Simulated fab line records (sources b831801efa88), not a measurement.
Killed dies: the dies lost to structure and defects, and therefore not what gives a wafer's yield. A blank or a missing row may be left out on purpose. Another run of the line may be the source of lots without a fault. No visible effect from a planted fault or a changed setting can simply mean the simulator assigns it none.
The tool behind it: which one? | flow sky130 | 7 lots with 21 wafers sampled at 2 steps, on a route of 708 steps

## WHAT THE GAUGES SHOWED, per wafer
SKY_NWELL_OVL_MEAS_23.
lot  | measured     | on         | NWELL_01_OVL (nm)
L844 | day 6 07:06  | overlay-01 | 1.9 2.8 2.4
L851 | day 7 20:04  | overlay-02 | - - -
L855 | day 8 21:44  | overlay-01 | -4.2 -1.3 -0.5
L857 | day 9 07:11  | overlay-02 | -0.7 -1.0 -1.6
L860 | day 10 02:08 | overlay-02 | 0.3 1.7 -0.3
L862 | day 10 16:10 | overlay-02 | -3.2 -2.9 -1.7
L864 | day 11 00:29 | overlay-01 | -1.5 2.1 0.4

## EACH LOT AND THE TOOL THAT RAN IT (in order: tool; ch and the chambers of the sampled wafers; start)
lot  | SKY_NWELL_COAT_18
L844 | litho track-04 ch 0, day 5 21:47
L851 | litho track-04, day 7 09:43
L855 | litho track-02 ch 0, day 8 11:25
L857 | litho track-02 ch 0, day 8 20:44
L860 | litho track-04 ch 0, day 9 14:59
L862 | litho track-04 ch 0, day 10 04:11
L864 | litho track-04 ch 0, day 10 12:41
- SKY_NWELL_COAT_18: resist thk 3000 nm.

## THE ANSWER, worked out from the rows above alone
Rule: the usual values come from the lots themselves. Put in order of their means at a reading, lots are off if they are a third of the lots or fewer, leave a main group of 4 or more, and stand apart from it by a gap of 3 or more times the standard deviation of the main group's means; of several such gaps the widest counts. If all means in a main group match to the digits the tables above print for the reading, that group is not used. Also off: a lot with no number at a reading for which 4 or more lots have one. All remaining lots with rows at the step are treated as sound.
Off: L851, seen at SKY_NWELL_OVL_MEAS_23 (NWELL_01_OVL). Without a number there: L851. For the main group the mean is -0.4 nm and the standard deviation 1.7.
If a tool, at a process step before that reading, ran all the lots that are off and no sound lot after the first of them, it fits. The gauges at SKY_NWELL_OVL_MEAS_23 are tried like those tools. Not one of the candidates tried fits.

## WHAT THE SIMULATOR PUT IN
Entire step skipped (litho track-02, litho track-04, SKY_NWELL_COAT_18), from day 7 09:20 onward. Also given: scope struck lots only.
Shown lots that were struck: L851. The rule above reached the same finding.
